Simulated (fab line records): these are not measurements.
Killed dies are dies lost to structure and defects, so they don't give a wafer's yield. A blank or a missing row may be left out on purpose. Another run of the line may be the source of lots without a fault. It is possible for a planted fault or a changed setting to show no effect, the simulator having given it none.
fab line records -- flow sky130
record: lots: 5, wafers: 15, lastDay: 50
route steps=708 shown VIA1@473 METAL2@483 PAD_OPEN@708
lots that met no fault: taken from a fault-free run of the same line
startH: hours from the record's opening day to when the first of the lot's shown wafers began -- waitH: hours elapsed since this lot's preceding step -- " identical to the entry in the row above -- L1.1+2: a single row standing in for several wafers -- - value missing, or start not given -- * or withheld: withheld -- < > ~ a bound
route shown NAME@n: names a module that has steps shown in the file, with the first one's number in the route -- usual: mean and standard deviation over wafers with no fault -- same: alike in all rows -- chamber/n: place in a boat -- sites: each site's reading -- _std_site: how widely they spread, as a standard deviation -- _edge_site: inner sites' mean taken away from outer sites' mean -- radiusMm: for every site, how far away it sits from the centre of the wafer -- mask NAME#n: copy n -- behind: tool/chamber where the wafer was last shaped -- hold: why the lot went on hold/how many hours it stayed there/how the hold came to an end -- device: whichever transistor did not switch (one of n, p or np) -- end of line: at the end of the route, the tests of the same wafers -- a step with no rows: only its recipe -- killed: at the first sort, the dies lost to defects and structure; wafer yield is something else -- map: shows each die of a wafer: x if killed, . if not, _ if none is there
set.NAME: the run value of the setting; set.NAME@STEP: its run value at that earlier step -- model.NAME: the simulator's own value behind a step, which no gauge read
lots at selected steps of the route; one table per step, one row per wafer
services: the hour from which a tool's chamber was out of use, counted from the record's first day as startH (under 0 if before that day), plus the number of hours and why
== steps ==
step: SKY_VIA1_ETCH_15
recipe: target: SiO2, chemistry: C4F8/O2/Ar, targetDepthNm: 351, stopOn: TiN, maskMaterial: KrF-thick, sourceW: 1500, biasW: 1200, pressureMtorr: 40, c4f8FlowSccm: withheld, O2_flow_sccm: 6, Ar_flow_sccm: 300, timeS: 54
step: SKY_VIA1_STRIP_16
recipe: chemistry: O2/N2, powerW: 1400, pressureMtorr: 1500, platenTempC: withheld, o2FlowSccm: 3000, n2FlowSccm: 300, overashFraction: 0.5
usual: drypumpMotorCurrentA: 5.85/0.28, oesProductAu: 0.414/0.0048, stripTimeToEndpointS: 4.455/0.024
lot.wafer,tool,chamber,startH,waitH,drypumpMotorCurrentA,oesProductAu,rfHoursCounterH,stripTimeToEndpointS
L915.2,plasmaAsher-01,1,832.43,0.0,6.52,0.409,71,4.440
L915.3,plasmaAsher-01,0,832.43,0.0,6.24,0.404,-,4.476
L915.4,plasmaAsher-01,1,832.43,0.0,6.52,0.408,-,4.457
L924.1,plasmaAsher-03,1,911.23,0.0,5.92,0.414,112,4.458
L924.2,plasmaAsher-03,0,911.23,0.0,5.53,0.411,112,4.464
L924.6,plasmaAsher-03,0,911.23,0.0,5.52,0.412,-,4.468
L926.1,plasmaAsher-03,0,923.86,0.0,5.51,0.420,114,4.498
L926.3,plasmaAsher-03,0,923.86,0.0,5.52,0.420,-,4.473
L926.6,plasmaAsher-03,1,923.86,0.0,5.93,0.419,-,4.480
L929.1,plasmaAsher-03,0,948.96,0.0,5.52,0.421,116,4.488
L929.2,plasmaAsher-03,1,948.96,0.0,5.92,0.410,116,4.450
L929.6,plasmaAsher-03,1,948.96,0.0,5.89,0.403,-,4.465
L930.3,plasmaAsher-02,0,952.34,0.1,5.63,0.414,-,4.445
L930.5,plasmaAsher-02,0,952.34,0.1,5.61,0.408,-,4.468
L930.6,plasmaAsher-02,1,952.34,0.1,5.98,0.415,-,4.508
step: SKY_VIA1_STRIP_17
recipe: chemistry: postEtchResidueRemover, timeS: 1200, tempC: 72.5
step: SKY_VIA1_CLEAN_18
recipe: chemistry: IPA, timeS: 180, tempC: 25
step: SKY_VIA1_CLEAN_19
recipe: chemistry: O3/DIW, dry: n2Spin
step: SKY_VIA1_SPUTTER_20
recipe: material: TiN, targetThkNm: 20, chamberPressurePa: 5, powerW: 4000, timeS: 80
step: SKY_VIA1_CVD_21
recipe: material: W, targetThkNm: 270, timeS: 80.902, tempC: 400, pressureTorr: 40
step: SKY_VIA1_RS_MEAS_22
recipe: thkMeasGauge: four-point-probe, reads: W_of_VIA1_CVD_21+TiN_of_VIA1_SPUTTER_20
usual: VIA1_W_RS: 0.426/0.0044
lot.wafer,tool,chamber,startH,waitH,VIA1_W_RS[ohm/sq]
L915.2,filmMetro-04,-,833.20,0.1,0.419
L915.3,filmMetro-04,-,833.20,0.1,0.421
L915.4,filmMetro-04,-,833.20,0.1,0.424
L924.1,filmMetro-04,-,911.98,0.1,0.429
L924.2,filmMetro-04,-,911.98,0.1,0.426
L924.6,filmMetro-04,-,911.98,0.1,0.424
L926.1,filmMetro-01,-,924.61,0.1,0.420
L926.3,filmMetro-01,-,924.61,0.1,0.425
L926.6,filmMetro-01,-,924.61,0.1,0.429
L929.1,filmMetro-02,-,950.28,0.2,0.423
L929.2,filmMetro-02,-,950.28,0.2,0.424
L929.6,filmMetro-02,-,950.28,0.2,0.421
L930.3,filmMetro-02,-,953.68,0.1,0.416
L930.5,filmMetro-02,-,953.68,0.1,0.426
L930.6,filmMetro-02,-,953.68,0.1,0.428
step: SKY_VIA1_THK_MEAS_23
recipe: thkMeasGauge: xrf, reads: W_of_VIA1_CVD_21
usual: VIA1_W_THK: 270/3.8
lot.wafer,tool,chamber,startH,waitH,VIA1_W_THK[nm]
L915.2,filmMetro-04,-,833.31,0.1,279
L915.3,filmMetro-04,-,833.31,0.1,276
L915.4,filmMetro-04,-,833.31,0.1,275
L924.1,filmMetro-04,-,912.10,0.1,268
L924.2,filmMetro-04,-,912.10,0.1,270
L924.6,filmMetro-04,-,912.10,0.1,271
L926.1,filmMetro-01,-,924.73,0.1,277
L926.3,filmMetro-01,-,924.73,0.1,275
L926.6,filmMetro-01,-,924.73,0.1,272
L929.1,filmMetro-02,-,950.40,0.1,265
L929.2,filmMetro-02,-,950.40,0.1,264
L929.6,filmMetro-02,-,950.40,0.1,268
L930.3,filmMetro-02,-,953.78,0.1,271
L930.5,filmMetro-02,-,953.78,0.1,265
L930.6,filmMetro-02,-,953.78,0.1,263
step: SKY_VIA1_CMP_24
recipe: stopOn: SiO2, tOverpolishS: 15, downForcePsi: 3.5, platenRpm: 60, targetThkNm: 0, padVelocityMS: 0.94248
step: SKY_METAL2_SPUTTER_00
recipe: material: Ti, targetThkNm: 15, powerW: 3000, timeS: 10, chamberPressurePa: 0.4
step: SKY_METAL2_SPUTTER_01
recipe: material: TiN, targetThkNm: 20, powerW: 6500, timeS: 16.7, chamberPressurePa: 0.4
step: SKY_METAL2_SPUTTER_02
recipe: material: AlCu, targetThkNm: 250, powerW: 10600, timeS: 13.3, chamberPressurePa: 0.4
usual: throttleValvePct: 30.1/0.92
lot.wafer,tool,chamber,startH,waitH,throttleValvePct,model.AlCu_of_METAL2_SPUTTER_02.thkNm
L915.2,pvdSputter-01,-,833.71,0.0,28.5,252.6
L915.3,pvdSputter-01,-,833.71,0.0,30.3,249.6
L915.4,pvdSputter-01,-,833.71,0.0,30.1,248.9
L924.1,pvdSputter-03,-,916.35,0.0,30.9,249.8
L924.2,pvdSputter-03,-,916.35,0.0,31.3,249.8
L924.6,pvdSputter-03,-,916.35,0.0,31.2,248.6
L926.1,pvdSputter-03,-,925.13,0.0,30.1,306.1
L926.3,pvdSputter-03,-,925.13,0.0,31.3,250
L926.6,pvdSputter-03,-,925.13,0.0,30.1,305.7
L929.1,pvdSputter-04,-,950.81,0.0,31.1,245.9
L929.2,pvdSputter-04,-,950.81,0.0,29.9,249
L929.6,pvdSputter-04,-,950.81,0.0,28.8,251.3
L930.3,pvdSputter-01,-,954.17,0.0,28.7,248.3
L930.5,pvdSputter-01,-,954.17,0.0,30.6,247.7
L930.6,pvdSputter-01,-,954.17,0.0,28.8,250.2
step: SKY_METAL2_SPUTTER_03
recipe: material: Ti, targetThkNm: 5, powerW: 3000, timeS: 3.3, chamberPressurePa: 0.4
usual: throttleValvePct: 30.0/0.89
lot.wafer,tool,chamber,startH,waitH,throttleValvePct
L915.2,pvdSputter-01,-,833.73,0.0,28.5
L915.3,pvdSputter-01,-,833.73,0.0,30.2
L915.4,pvdSputter-01,-,833.73,0.0,30.3
L924.1,pvdSputter-03,-,916.37,0.0,30.9
L924.2,pvdSputter-03,-,916.37,0.0,31.1
L924.6,pvdSputter-03,-,916.37,0.0,31.1
L926.1,pvdSputter-03,-,925.16,0.0,29.8
L926.3,pvdSputter-03,-,925.16,0.0,31.1
L926.6,pvdSputter-03,-,925.16,0.0,30.1
L929.1,pvdSputter-04,-,950.83,0.0,30.9
L929.2,pvdSputter-04,-,950.83,0.0,29.9
L929.6,pvdSputter-04,-,950.83,0.0,28.9
L930.3,pvdSputter-01,-,954.20,0.0,28.6
L930.5,pvdSputter-01,-,954.20,0.0,30.5
L930.6,pvdSputter-01,-,954.20,0.0,28.8
step: SKY_METAL2_SPUTTER_04
recipe: material: TiN, targetThkNm: 70, powerW: 6500, timeS: 58.3, chamberPressurePa: 0.4
usual: throttleValvePct: 30.0/0.86
lot.wafer,tool,chamber,startH,waitH,throttleValvePct
L915.2,pvdSputter-01,-,833.75,0.0,28.8
L915.3,pvdSputter-01,-,833.75,0.0,30.3
L915.4,pvdSputter-01,-,833.75,0.0,30.2
L924.1,pvdSputter-03,-,916.39,0.0,31.0
L924.2,pvdSputter-03,-,916.39,0.0,31.1
L924.6,pvdSputter-03,-,916.39,0.0,31.0
L926.1,pvdSputter-03,-,925.18,0.0,30.0
L926.3,pvdSputter-03,-,925.18,0.0,30.9
L926.6,pvdSputter-03,-,925.18,0.0,29.9
L929.1,pvdSputter-04,-,950.85,0.0,31.0
L929.2,pvdSputter-04,-,950.85,0.0,29.4
L929.6,pvdSputter-04,-,950.85,0.0,28.8
L930.3,pvdSputter-01,-,954.22,0.0,28.5
L930.5,pvdSputter-01,-,954.22,0.0,30.4
L930.6,pvdSputter-01,-,954.22,0.0,28.6
step: SKY_METAL2_RS_MEAS_05
recipe: thkMeasGauge: four-point-probe, reads: TiN_of_METAL2_SPUTTER_04+Ti_of_METAL2_SPUTTER_03+AlCu_of_METAL2_SPUTTER_02+TiN_of_METAL2_SPUTTER_01+Ti_of_METAL2_SPUTTER_00
usual: METAL2_ALCU_RS: 0.1269/0.0013
lot.wafer,tool,chamber,startH,waitH,METAL2_ALCU_RS[ohm/sq]
L915.2,filmMetro-01,-,833.82,0.0,0.1252
L915.3,filmMetro-01,-,833.82,0.0,0.1270
L915.4,filmMetro-01,-,833.82,0.0,0.1273
L924.1,filmMetro-01,-,916.44,0.0,0.1269
L924.2,filmMetro-01,-,916.44,0.0,0.1266
L924.6,filmMetro-01,-,916.44,0.0,0.1275
L926.1,filmMetro-01,-,925.23,0.0,0.1028
L926.3,filmMetro-01,-,925.23,0.0,0.1264
L926.6,filmMetro-01,-,925.23,0.0,0.1030
L929.1,filmMetro-01,-,950.90,0.0,0.1288
L929.2,filmMetro-01,-,950.90,0.0,0.1272
L929.6,filmMetro-01,-,950.90,0.0,0.1261
L930.3,filmMetro-01,-,954.30,0.1,0.1279
L930.5,filmMetro-01,-,954.30,0.1,0.1280
L930.6,filmMetro-01,-,954.30,0.1,0.1268
step: SKY_METAL2_THK_MEAS_06
recipe: thkMeasGauge: xrf, reads: AlCu_of_METAL2_SPUTTER_02
usual: METAL2_ALCU_THK: 252.2/2.8
lot.wafer,tool,chamber,startH,waitH,METAL2_ALCU_THK[nm]
L915.2,filmMetro-01,-,833.93,0.1,255.1
L915.3,filmMetro-01,-,833.93,0.1,250.8
L915.4,filmMetro-01,-,833.93,0.1,251.2
L924.1,filmMetro-01,-,916.56,0.1,252.0
L924.2,filmMetro-01,-,916.56,0.1,250.0
L924.6,filmMetro-01,-,916.56,0.1,250.5
L926.1,filmMetro-01,-,925.35,0.1,306.2
L926.3,filmMetro-01,-,925.35,0.1,252.8
L926.6,filmMetro-01,-,925.35,0.1,308.2
L929.1,filmMetro-01,-,951.02,0.1,247.1
L929.2,filmMetro-01,-,951.02,0.1,250.1
L929.6,filmMetro-01,-,951.02,0.1,252.8
L930.3,filmMetro-01,-,954.40,0.1,252.4
L930.5,filmMetro-01,-,954.40,0.1,247.3
L930.6,filmMetro-01,-,954.40,0.1,250.2
step: SKY_METAL2_DEHYDRATE_07
recipe: tempC: 200, timeS: 60
step: SKY_METAL2_HMDS_08
recipe: primeTimeS: 60, primeTempC: 120
step: SKY_METAL2_COAT_09
recipe: resist: BARC, tempC: withheld, timeS: withheld, spinRpm: 3000, resistThkNm: 60
step: SKY_METAL2_COAT_10
recipe: resist: KrF-thick, spinRpm: 3000, resistThkNm: 450
step: SKY_METAL2_SOFTBAKE_11
recipe: tempC: 100, timeS: 90, resist: KrF-thick
step: SKY_METAL2_EXPOSE_12
recipe: maskId: MM2, na: 0.8, sourceShape: annular, sigmaInner: 0.55, sigmaOuter: 0.85, targetCdNm: 140, doseMj: 28
step: SKY_METAL2_PEB_13
recipe: pebTempC: withheld, pebTimeS: withheld, resist: KrF-thick
step: SKY_METAL2_DEVELOP_14
recipe: developTimeS: 60, resist: KrF-thick, devTempC: 21
step: SKY_METAL2_CD_MEAS_15
recipe: targetCdNm: 140
usual: cdNm: 140.5/1.6
lot.wafer,tool,chamber,startH,waitH,cdNm
L915.2,cdSem-02,-,860.03,-,140.8
L915.3,cdSem-02,-,860.03,-,140.6
L915.4,cdSem-02,-,860.03,-,141.3
L924.1,cdSem-02,-,940.44,-,136.7
L924.2,cdSem-02,-,940.44,-,138.5
L924.6,cdSem-02,-,940.44,-,139.2
L926.1,cdSem-02,-,949.91,-,138.8
L926.3,cdSem-02,-,949.91,-,138.9
L926.6,cdSem-02,-,949.91,-,139.0
L929.1,cdSem-01,-,974.94,-,138.7
L929.2,cdSem-01,-,974.94,-,138.9
L929.6,cdSem-01,-,974.94,-,139.3
L930.3,cdSem-02,-,978.38,-,143.0
L930.5,cdSem-02,-,978.38,-,141.4
L930.6,cdSem-02,-,978.38,-,141.6
step: SKY_METAL2_OVL_MEAS_16
usual: METAL2_OVL: -2/6.3
lot.wafer,tool,chamber,startH,waitH,METAL2_OVL[nm]
L915.2,overlay-02,-,860.14,0.1,-11
L915.3,overlay-02,-,860.14,0.1,-17
L915.4,overlay-02,-,860.14,0.1,-7
L924.1,overlay-01,-,940.56,0.1,0
L924.2,overlay-01,-,940.56,0.1,1
L924.6,overlay-01,-,940.56,0.1,7
L926.1,overlay-02,-,950.03,0.1,-2
L926.3,overlay-02,-,950.03,0.1,-2
L926.6,overlay-02,-,950.03,0.1,1
L929.1,overlay-01,-,975.06,0.1,-1
L929.2,overlay-01,-,975.06,0.1,-5
L929.6,overlay-01,-,975.06,0.1,0
L930.3,overlay-02,-,978.47,0.1,4
L930.5,overlay-02,-,978.47,0.1,2
L930.6,overlay-02,-,978.47,0.1,4
step: SKY_METAL2_DESCUM_17
recipe: chemistry: O2, sourcePowerW: 150, biasPowerW: 0, pressureMtorr: 10, tempC: 40, timeS: 8
usual: drypumpMotorCurrentA: 6.2/0.38, heBacksideLeakSccm: 3.4/0.3, oesProductAu: 0.993/0.0099, tempC: 39.98/0.1
lot.wafer,tool,chamber,startH,waitH,drypumpMotorCurrentA,heBacksideLeakSccm,oesProductAu,rfHoursCounterH,tempC
L915.2,rieMetal-02,0,860.17,0.0,6.2,3.1,1.018,9,39.93
L915.3,rieMetal-02,1,860.17,0.0,6.3,3.6,0.994,-,40.09
L915.4,rieMetal-02,0,860.17,0.0,6.2,3.1,1.011,-,39.90
L924.1,rieMetal-04,0,940.59,0.0,6.2,3.5,1.001,15,39.90
L924.2,rieMetal-04,1,940.59,0.0,6.1,3.7,0.991,12,40.05
L924.6,rieMetal-04,0,940.59,0.0,6.2,3.4,1.007,-,39.87
L926.1,rieMetal-01,0,950.07,0.0,5.6,3.5,0.992,6,39.89
L926.3,rieMetal-01,1,950.07,0.0,6.8,3.5,0.987,-,39.92
L926.6,rieMetal-01,0,950.07,0.0,5.6,3.4,0.985,-,40.04
L929.1,rieMetal-04,1,975.09,0.0,6.1,3.4,0.987,13,40.01
L929.2,rieMetal-04,0,975.09,0.0,6.1,3.2,0.997,16,39.77
L929.6,rieMetal-04,1,975.09,0.0,6.1,3.8,0.986,-,40.15
L930.3,rieMetal-02,0,978.50,0.0,6.2,3.1,1.006,-,40.04
L930.5,rieMetal-02,0,978.50,0.0,6.2,3.1,1.003,-,40.02
L930.6,rieMetal-02,1,978.50,0.0,6.3,3.7,0.995,-,40.05
step: SKY_METAL2_ETCH_18
recipe: chemistry: N2/H2, target: BARC, ionEnergyEv: 200, biasW: 100, pressureMtorr: 30, n2FlowSccm: 100, h2FlowSccm: 200, icpW: 500, stopOn: SiO2, timeS: 45.9, targetDepthA: 600
usual: drypumpMotorCurrentA: 6.2/0.38, heBacksideLeakSccm: 3.40/0.18, oesProductAu: 0.855/0.0054, throttleValvePct: 13.225/0.009
lot.wafer,tool,chamber,startH,waitH,drypumpMotorCurrentA,heBacksideLeakSccm,oesProductAu,rfHoursCounterH,throttleValvePct
L915.2,rieMetal-02,0,860.20,0.0,6.2,3.14,0.860,9,13.227
L915.3,rieMetal-02,1,860.20,0.0,6.3,3.71,0.860,-,13.224
L915.4,rieMetal-02,0,860.20,0.0,6.2,3.17,0.855,-,13.235
L924.1,rieMetal-04,0,940.62,0.0,6.1,3.55,0.854,15,13.225
L924.2,rieMetal-04,1,940.62,0.0,6.1,3.25,0.851,12,13.223
L924.6,rieMetal-04,0,940.62,0.0,6.1,3.58,0.862,-,13.241
L926.1,rieMetal-01,0,950.10,0.0,5.6,3.42,0.862,6,13.220
L926.3,rieMetal-01,1,950.10,0.0,6.8,3.22,0.860,-,13.231
L926.6,rieMetal-01,0,950.10,0.0,5.6,3.28,0.865,-,13.218
L929.1,rieMetal-04,1,975.12,0.0,6.1,3.38,0.862,13,13.224
L929.2,rieMetal-04,0,975.12,0.0,6.1,3.32,0.858,16,13.227
L929.6,rieMetal-04,1,975.12,0.0,6.1,3.11,0.848,-,13.223
L930.3,rieMetal-02,0,978.55,0.0,6.1,3.17,0.868,-,13.226
L930.5,rieMetal-02,0,978.55,0.0,6.2,2.99,0.848,-,13.224
L930.6,rieMetal-02,1,978.55,0.0,6.4,3.60,0.858,-,13.212
step: SKY_METAL2_METAL_ETCH_19
recipe: targetDepthA: 3600, stopOn: SiO2, overEtchFrac: 0.3, timeS: 78, chemistry: Cl2/BCl3, resistSidewallDeg: 88, pressureMtorr: 10, icpW: 900, biasW: 48.5, Cl2_flow_sccm: 60, bcl3FlowSccm: 30
usual: drypumpMotorCurrentA: 6.2/0.38, heBacksideLeakSccm: 3.4/0.32, oesProductAu: 0.854/0.006, throttleValvePct: 22.265/0.0086
lot.wafer,tool,chamber,startH,waitH,drypumpMotorCurrentA,heBacksideLeakSccm,oesProductAu,rfHoursCounterH,throttleValvePct
L915.2,rieMetal-02,0,860.26,0.0,6.2,3.2,0.860,9,22.263
L915.3,rieMetal-02,1,860.26,0.0,6.3,3.5,0.843,-,22.253
L915.4,rieMetal-02,0,860.26,0.0,6.2,3.2,0.853,-,22.267
L924.1,rieMetal-04,0,940.69,0.0,6.2,3.3,0.855,15,22.272
L924.2,rieMetal-04,1,940.69,0.0,6.1,3.3,0.853,12,22.257
L924.6,rieMetal-04,0,940.69,0.0,6.2,3.4,0.855,-,22.265
L926.1,rieMetal-01,0,950.16,0.0,5.6,3.4,0.885,6,22.272
L926.3,rieMetal-01,1,950.16,0.0,6.8,3.5,0.859,-,22.269
L926.6,rieMetal-01,0,950.16,0.0,5.6,3.4,0.879,-,22.283
L929.1,rieMetal-04,1,975.19,0.0,6.1,3.5,0.851,13,22.265
L929.2,rieMetal-04,0,975.19,0.0,6.1,3.2,0.857,17,22.271
L929.6,rieMetal-04,1,975.19,0.0,6.1,3.3,0.848,-,22.255
L930.3,rieMetal-02,0,978.62,0.1,6.2,3.0,0.846,-,22.271
L930.5,rieMetal-02,0,978.62,0.1,6.2,3.1,0.856,-,22.264
L930.6,rieMetal-02,1,978.62,0.1,6.3,3.6,0.858,-,22.253
step: SKY_METAL2_STRIP_20
recipe: chemistry: O2/N2, powerW: 1400, pressureMtorr: 1500, platenTempC: withheld, o2FlowSccm: 3000, n2FlowSccm: 300, overashFraction: 0.5
step: SKY_PAD_OPEN_PROBE_99
usual: defectLimitedYield: 82.5/2, killed_at_M0_to_M3: 42/6.6, killed_at_M4_up: 3.1/1.9, killedAtContacts: 25/5.7, killedAtFrontEnd: 16/5, killedAtOther: 0.2/0.38, killedDies: 86/9.6, killedOpen: 47/7.2, killedShort: 39/6.2, sort_bin_3_pad_short: 0.9/0.44, sort_bin_5_function: 10.3/1.5, sort_bin_6_memory: 6.2/1.1, sortNPass: 406/9.6, sortYieldPct: 82.5/2
same: grossDies: 492, killedAtBackSide: 0, sort_bin_4_leakage[%]: 0, sort_bin_8_speed[%]: 0
lot.wafer,tool,chamber,startH,waitH,defectLimitedYield[%],killed_at_M0_to_M3,killed_at_M4_up,killedAtContacts,killedAtFrontEnd,killedAtOther,killedDies,killedOpen,killedShort,sort_bin_3_pad_short[%],sort_bin_5_function[%],sort_bin_6_memory[%],sortNPass,sortYieldPct[%],model.etest.met2.lineOhmUm,model.etest.met2.rsOhmSq
L915.2,prober-01,-,1105.55,0.1,85.6,42,2,19,8,0,71,35,36,0.4,9.8,4.3,421,85.6,0.877,0.1263
L915.3,prober-01,-,1105.60,0.2,84.3,44,2,19,12,0,77,46,31,0.4,9.1,6.1,415,84.3,0.9235,0.1282
L915.4,prober-01,-,1105.65,0.2,83.9,45,4,22,8,0,79,41,38,0.4,8.5,7.1,413,83.9,0.9177,0.1293
L924.1,prober-02,-,1166.54,0.1,84.8,45,3,19,8,0,75,48,27,0.4,8.9,5.9,417,84.8,0.9402,0.1279
L924.2,prober-02,-,1166.59,0.1,82.5,40,10,25,11,0,86,42,44,0.6,12.2,4.7,406,82.5,0.9392,0.1287
L924.6,prober-02,-,1166.79,0.2,81.7,40,0,30,20,0,90,51,39,0.2,11.0,7.1,402,81.7,0.9204,0.129
L926.1,prober-02,-,1177.05,0.1,84.8,32,1,21,21,0,75,41,34,0.8,8.9,5.5,417,84.8,0.7404,0.1036
L926.3,prober-02,-,1177.15,0.2,81.3,35,4,36,17,0,92,61,31,0.8,10.2,7.7,400,81.3,0.944,0.1282
L926.6,prober-02,-,1177.30,0.2,79.9,48,6,27,18,0,99,60,39,1.2,12.8,6.1,393,79.9,0.7405,0.1037
L929.1,prober-01,-,1191.85,0.1,84.3,36,6,23,12,0,77,41,36,0.6,8.5,6.5,415,84.3,0.9258,0.1297
L929.2,prober-01,-,1191.90,0.1,82.5,42,5,25,14,0,86,46,40,1.4,10.6,5.5,406,82.5,0.9091,0.1281
L929.6,prober-01,-,1192.10,0.2,80.3,43,2,32,20,0,97,49,48,1.4,10.6,7.7,395,80.3,0.9044,0.1283
L930.3,prober-02,-,1193.45,0.2,85.0,34,3,21,16,0,74,39,35,0.6,9.3,5.1,418,85.0,0.8966,0.1284
L930.5,prober-02,-,1193.55,0.2,80.7,49,2,23,21,0,95,50,45,0.6,11.8,6.9,397,80.7,0.9216,0.1293
L930.6,prober-02,-,1193.60,0.2,83.9,38,5,21,13,2,79,46,33,1.4,8.9,5.7,413,83.9,0.8885,0.1278
killed by level:class
L915.2 VIA3:geometricParticle:open=8 LI_CONTACT:geometricParticle:open=7 VIA1:geometricParticle:open=7 VIA1:geometricParticle:short=6 VIA2:geometricParticle:open=5 METAL1:geometricParticle:short=5 LI_CONTACT:geometricParticle:short=4 LOCAL_INTERCONNECT:geometricParticle:short=4
L915.3 VIA1:geometricParticle:open=13 VIA2:geometricParticle:open=10 CONTACT:geometricParticle:open=7 FIELD_ISO:geometricParticle:open=6 LOCAL_INTERCONNECT:geometricParticle:short=5 METAL1:geometricParticle:short=5 LI_CONTACT:geometricParticle:open=4 VIA2:geometricParticle:short=4
L915.4 VIA1:geometricParticle:open=11 METAL2:geometricParticle:short=8 CONTACT:geometricParticle:short=7 VIA2:geometricParticle:open=6 CONTACT:geometricParticle:open=5 METAL1:geometricParticle:short=4 LI_CONTACT:geometricParticle:open=4 VIA1:geometricParticle:short=4
L924.1 VIA1:geometricParticle:open=11 VIA2:geometricParticle:open=7 LI_CONTACT:geometricParticle:open=6 CONTACT:geometricParticle:open=5 METAL2:geometricParticle:short=5 LOCAL_INTERCONNECT:geometricParticle:short=4 VIA1:geometricParticle:short=4 METAL3:geometricParticle:short=4
L924.2 CONTACT:geometricParticle:open=10 VIA1:geometricParticle:open=8 VIA2:geometricParticle:short=6 LI_CONTACT:geometricParticle:open=6 CONTACT:geometricParticle:short=6 METAL2:geometricParticle:short=6 VIA2:geometricParticle:open=6 METAL4:geometricParticle:short=6
L924.6 VIA1:geometricParticle:open=12 LI_CONTACT:geometricParticle:open=8 CONTACT:geometricParticle:open=7 POLY_GATE:geometricParticle:short=6 VIA3:geometricParticle:open=6 LOCAL_INTERCONNECT:geometricParticle:short=6 METAL2:geometricParticle:short=6 CONTACT:geometricParticle:short=5
L926.1 VIA1:geometricParticle:open=8 VIA3:geometricParticle:open=8 FIELD_ISO:geometricParticle:short=7 LI_CONTACT:geometricParticle:open=7 LOCAL_INTERCONNECT:geometricParticle:short=6 POLY_GATE:geometricParticle:short=5 FIELD_ISO:geometricParticle:open=4 SPACER:geometricParticle:open=4
L926.3 CONTACT:geometricParticle:open=16 LI_CONTACT:geometricParticle:open=12 METAL1:geometricParticle:short=10 VIA1:geometricParticle:open=9 LOCAL_INTERCONNECT:geometricParticle:short=6 VIA2:geometricParticle:open=5 FIELD_ISO:geometricParticle:open=4 VIA3:geometricParticle:open=4
L926.6 VIA1:geometricParticle:open=11 CONTACT:geometricParticle:open=9 VIA3:geometricParticle:open=8 LI_CONTACT:geometricParticle:open=7 CONTACT:geometricParticle:short=7 FIELD_ISO:geometricParticle:open=6 METAL1:geometricParticle:short=6 METAL1:geometricParticle:open=5
L929.1 CONTACT:geometricParticle:short=8 LI_CONTACT:geometricParticle:open=7 VIA1:geometricParticle:open=7 VIA1:geometricParticle:short=6 CONTACT:geometricParticle:open=5 METAL1:geometricParticle:open=4 METAL4:geometricParticle:short=4 METAL2:geometricParticle:short=4
L929.2 CONTACT:geometricParticle:short=8 VIA1:geometricParticle:open=8 VIA3:geometricParticle:open=7 VIA2:geometricParticle:open=6 CONTACT:geometricParticle:open=6 METAL2:geometricParticle:short=5 VIA1:geometricParticle:short=4 POLY_GATE:geometricParticle:short=4
L929.6 VIA1:geometricParticle:open=10 LI_CONTACT:geometricParticle:open=9 CONTACT:geometricParticle:open=9 FIELD_ISO:geometricParticle:short=7 CONTACT:geometricParticle:short=7 VIA3:geometricParticle:open=7 METAL1:geometricParticle:short=6 POLY_GATE:geometricParticle:short=5
L930.3 VIA3:geometricParticle:open=12 CONTACT:geometricParticle:open=11 FIELD_ISO:geometricParticle:open=7 METAL2:geometricParticle:short=4 LOCAL_INTERCONNECT:geometricParticle:short=4 METAL1:geometricParticle:short=4 VIA3:geometricParticle:short=4 POLY_GATE:geometricParticle:short=3
L930.5 VIA1:geometricParticle:open=9 LI_CONTACT:geometricParticle:open=7 CONTACT:geometricParticle:open=7 METAL1:geometricParticle:short=7 VIA1:geometricParticle:short=7 FIELD_ISO:geometricParticle:open=5 CONTACT:geometricParticle:short=5 METAL2:geometricParticle:short=5
L930.6 LI_CONTACT:geometricParticle:open=10 VIA1:geometricParticle:open=9 VIA1:geometricParticle:short=7 METAL1:geometricParticle:short=5 CONTACT:geometricParticle:open=5 VIA2:geometricParticle:open=5 METAL3:geometricParticle:short=5 VIA3:geometricParticle:open=5
== services ==
tool,chamber,startH,hours,kind
pvdSputter-04,-,814.06,4.8,repair
pvdSputter-03,-,827.06,14.2,repair
pvdSputter-01,2,829.80,-,consumableReplace:kit
pvdSputter-01,2,829.80,18.0,scheduledDown
pvdSputter-01,2,829.80,18.0,ventCycle
pvdSputter-03,-,834.33,1.8,repair
pvdSputter-03,-,844.26,2.0,repair
pvdSputter-03,-,852.36,2.8,repair
plasmaAsher-01,-,862.99,14.6,pm
pvdSputter-04,-,888.09,2.7,repair
pvdSputter-03,-,907.52,4.1,repair
pvdSputter-04,3,924.76,-,consumableReplace:kit
pvdSputter-04,3,924.76,18.0,scheduledDown
pvdSputter-04,3,924.76,18.0,ventCycle
pvdSputter-03,0,958.13,-,consumableReplace:kit
pvdSputter-03,0,958.13,18.0,scheduledDown
pvdSputter-03,0,958.13,18.0,ventCycle
== key ==
firstSign: step: SKY_METAL2_RS_MEAS_05, reading: METAL2_ALCU_RS, direction: down, sigmas: 19, usual: 0.1269, struck: 0.1029
effect: step: SKY_METAL2_THK_MEAS_06, reading: METAL2_ALCU_THK, direction: up, sigmas: 20, usual: 252.2, struck: 307.2
effect: step: SKY_METAL2_METAL_ETCH_19, reading: oesProductAu, direction: up, sigmas: 4.7, usual: 0.854, struck: 0.882
modelEffect: step: SKY_METAL2_SPUTTER_02, value: AlCu_of_METAL2_SPUTTER_02.thkNm, without: 251.5, struck: 305.9
modelEffect: step: SKY_PAD_OPEN_PROBE_99, value: etest.met2.lineOhmUm, without: 0.906, struck: 0.7405
metAt SKY_METAL2_SPUTTER_02
struckWafers L926.1,L926.6
fault: kind: processParameterDrift, tool: pvdSputter-03, chamber: -, onsetH: 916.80, steps: SKY_METAL2_SPUTTER_02, channel: timeS, offset: *, shape: step, endH: 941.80, actsIn: *, stated: *, scope: struckWafersOnly
